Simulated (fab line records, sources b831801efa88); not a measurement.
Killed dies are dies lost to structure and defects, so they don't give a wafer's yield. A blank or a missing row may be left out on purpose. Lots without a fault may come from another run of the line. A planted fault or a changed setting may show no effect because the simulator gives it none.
Which tool did it? | flow sky130 | 12 lots, 36 wafers sampled, at 2 steps of a route of 708

WHAT THE GAUGES READ, wafer by wafer
SKY_VT_ADJUST_NCORE_TW_MEAS_11.
lot  | measured     | on            | VT_ADJUST_NCORE_TW
L450 | day 8 16:56  | film_metro-02 | 216.6 216.0 215.6
L452 | day 9 04:41  | film_metro-02 | 216.7 216.0 218.1
L451 | day 9 07:05  | film_metro-01 | 224.2 222.9 223.8
L453 | day 9 09:32  | film_metro-01 | 224.1 223.9 223.8
L454 | day 9 15:58  | film_metro-01 | 224.1 224.0 223.3
L456 | day 10 19:59 | film_metro-03 | 217.9 218.3 217.8
L459 | day 11 09:34 | film_metro-01 | 222.4 223.4 224.0
L461 | day 11 21:12 | film_metro-01 | 223.2 222.5 222.9
L466 | day 13 04:25 | film_metro-02 | 215.7 216.4 216.1
L471 | day 14 15:40 | film_metro-03 | 218.2 216.7 217.9
L472 | day 15 05:07 | film_metro-02 | 216.2 215.5 217.0
L473 | day 15 10:38 | film_metro-02 | 215.8 216.1 216.2

WHICH TOOL RAN EACH LOT (tool, then ch and the chambers of the sampled wafers, then the start)
lot  | SKY_NWELL_RTA_28
L450 | rtp_anneal-01 ch 0, day 5 10:24
L452 | rtp_anneal-01 ch 0, day 5 21:04
L451 | rtp_anneal-02 ch 0, day 5 22:31
L453 | rtp_anneal-02 ch 0, day 6 01:10
L454 | rtp_anneal-01 ch 0, day 6 06:59
L456 | rtp_anneal-02 ch 0, day 7 07:12
L459 | rtp_anneal-01 ch 0, day 7 19:09
L461 | rtp_anneal-01 ch 0, day 8 04:14
L466 | rtp_anneal-02 ch 0, day 9 07:19
L471 | rtp_anneal-01 ch 0, day 10 13:04
L472 | rtp_anneal-01 ch 0, day 10 22:27
L473 | rtp_anneal-02 ch 0, day 11 04:10
- SKY_NWELL_RTA_28: time 30 s.

WHAT THE TOOLS THEMSELVES READ (means of the sampled wafers that have a number; where no wafer has one, the mark that the record gives instead)
SKY_NWELL_RTA_28.
lot  | tool          | lamp_power_pct (%) | ramp_down_c_per_s | wafer_temp_C_max
L450 | rtp_anneal-01 | 25.31              | 89.992            | 1055.3
L452 | rtp_anneal-01 | 25.27              | 90.006            | 1056.3
L451 | rtp_anneal-02 | 25.30              | 90.006            | 1055.4
L453 | rtp_anneal-02 | 25.32              | 89.992            | 1054.3
L454 | rtp_anneal-01 | 25.26              | 90.008            | 1054.8
L456 | rtp_anneal-02 | 25.28              | 90.008            | 1055.1
L459 | rtp_anneal-01 | 25.34              | 89.988            | 1055.5
L461 | rtp_anneal-01 | 25.35              | 89.992            | 1054.7
L466 | rtp_anneal-02 | 25.28              | 89.999            | 1055.0
L471 | rtp_anneal-01 | 25.30              | 89.991            | 1054.0
L472 | rtp_anneal-01 | 25.26              | 89.994            | 1054.8
L473 | rtp_anneal-02 | 25.32              | 90.000            | 1056.3

THE ANSWER, worked out from the rows above alone
Rule: what is usual is taken from the lots themselves. Put in order of their means at a reading, lots are off if they are a third of the lots or fewer, leave a main group of 4 or more, and stand apart from it by a gap of 3 or more times the standard deviation of the main group's means; of several such gaps the widest counts. A main group whose means are all the same, to the digits that the tables above print for the reading, isn't used. A lot without any number at a reading at which 4 lots or more have one is off too. The other lots that the step has rows for count as sound. The gauges are gone through in route order, then the tools' own readings, and for those a lot's mean is taken as printed above. The first step at which some lot is off is used, and at that step the reading that is off furthest; a lot without a number counts as furthest.
No lot is off at any reading shown: from this, nothing can be told.

WHAT THE SIMULATOR HAD PUT IN
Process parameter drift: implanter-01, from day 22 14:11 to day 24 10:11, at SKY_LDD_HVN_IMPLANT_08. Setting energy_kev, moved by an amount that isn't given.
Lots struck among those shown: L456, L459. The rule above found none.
